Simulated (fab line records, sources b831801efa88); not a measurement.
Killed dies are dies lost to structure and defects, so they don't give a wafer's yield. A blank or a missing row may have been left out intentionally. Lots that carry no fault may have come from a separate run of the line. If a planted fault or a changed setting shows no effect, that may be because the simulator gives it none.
Struck lot and sound lot, side by side    flow gf180mcu    16 steps out of a route of 602
Sound: wafers L370.1, L370.4, L370.6. The struck wafers were L375.2, L375.3, L375.4. At the end, the cause is stated.
At each step with rows: each side's tool, then ch and its chambers, then its first start. Under that, the readings that differ: sound wafers    struck wafers    difference of the means    sigmas: that difference in standard deviations of wafers without a fault.
alike: readings with means less than 2 such deviations apart, plus words and numbers identical on both sides. not compared: withheld readings, readings lacking a value on some wafer, bounds such as >300 that could conceal the same value, and numbers that have no deviation in the record and whose values overlap.
A row with sigmas, a row that says differs or no value, or rows on one side alone: a step with any of these is where the two part. Numbers that have no deviation but don't overlap get no sigmas and don't part them. Lack of a reading on every wafer of one side parts them only where that side has two or more wafers.

GF_VT_IMPLANT_OVL_MEAS_18:
  sound: overlay-02 at day 7 00:46; struck: overlay-01 at day 8 08:07
  alike: VT_IMPLANT_01_OVL
then, 1 step without rows for these wafers: GF_VT_IMPLANT_IMPLANT_19.
GF_VT_IMPLANT_STRIP_20: strips in O2/N2.
  sound on plasma asher-01 ch 0,1, day 7 00:57; struck on plasma asher-02 ch 0,1, day 8 08:18
reading                       sound              struck             difference  sigmas
strip time to endpoint s (s)  12.69 12.68 12.69  12.56 12.54 12.53  -0.14       -4
  alike: chamber pressure mTorr, drypump motor current A, heater power w, oes product au
  not compared: rf hours counter h
GF_VT_IMPLANT_TW_MEAS_21:
  sound: film metro-01 at day 7 01:04; struck: film metro-03 at day 8 08:25
  alike: VT_IMPLANT_2_TW
then, 7 steps without rows for these wafers: GF_VT_IMPLANT_DEHYDRATE_22 (time 60 s); GF_VT_IMPLANT_HMDS_23 (prime time 60 s); GF_VT_IMPLANT_COAT_24 (resist thk 1000 nm); GF_VT_IMPLANT_SOFTBAKE_25 (time 60 s); GF_VT_IMPLANT_EXPOSE_26 (exposes mask LVPWELL HV AREA, target cd 860 nm); GF_VT_IMPLANT_PEB_27; GF_VT_IMPLANT_DEVELOP_28 (develop time 60 s).
GF_VT_IMPLANT_OVL_MEAS_29:
  sound: overlay-01 at day 7 17:07; struck: overlay-01 at day 9 00:12
  alike: VT_IMPLANT_02_OVL
GF_VT_IMPLANT_IMPLANT_30:
  struck on implanter-04, day 9 00:15; sound on implanter-02 ch 0, day 7 17:08
  no value came back on the struck wafers for beam energy keV, beam on s (s); on the sound wafers beam energy keV reads 24.461 24.455 24.458
GF_VT_IMPLANT_STRIP_31: strips in O2/N2.
  sound on plasma asher-02 ch 0,1, day 7 17:17; struck on plasma asher-01 ch 0,1, day 9 00:23
  alike: chamber pressure mTorr, drypump motor current A, heater power w, oes product au, strip time to endpoint s
  not compared: rf hours counter h
GF_VT_IMPLANT_TW_MEAS_32:
  sound: film metro-01 at day 7 17:23; struck: film metro-04 at day 9 00:29
reading          sound              struck          difference  sigmas
VT_IMPLANT_3_TW  262.2 263.7 263.7  29.7 29.7 29.6  -233.5      -99 or more
then, 1 step without rows for these wafers: GF_VT_IMPLANT_DEHYDRATE_33 (time 60 s).

== WHERE THEY PART ==
First at GF_VT_IMPLANT_STRIP_20; last, within this record, at GF_VT_IMPLANT_TW_MEAS_32.

WHY: whatever the simulator had introduced
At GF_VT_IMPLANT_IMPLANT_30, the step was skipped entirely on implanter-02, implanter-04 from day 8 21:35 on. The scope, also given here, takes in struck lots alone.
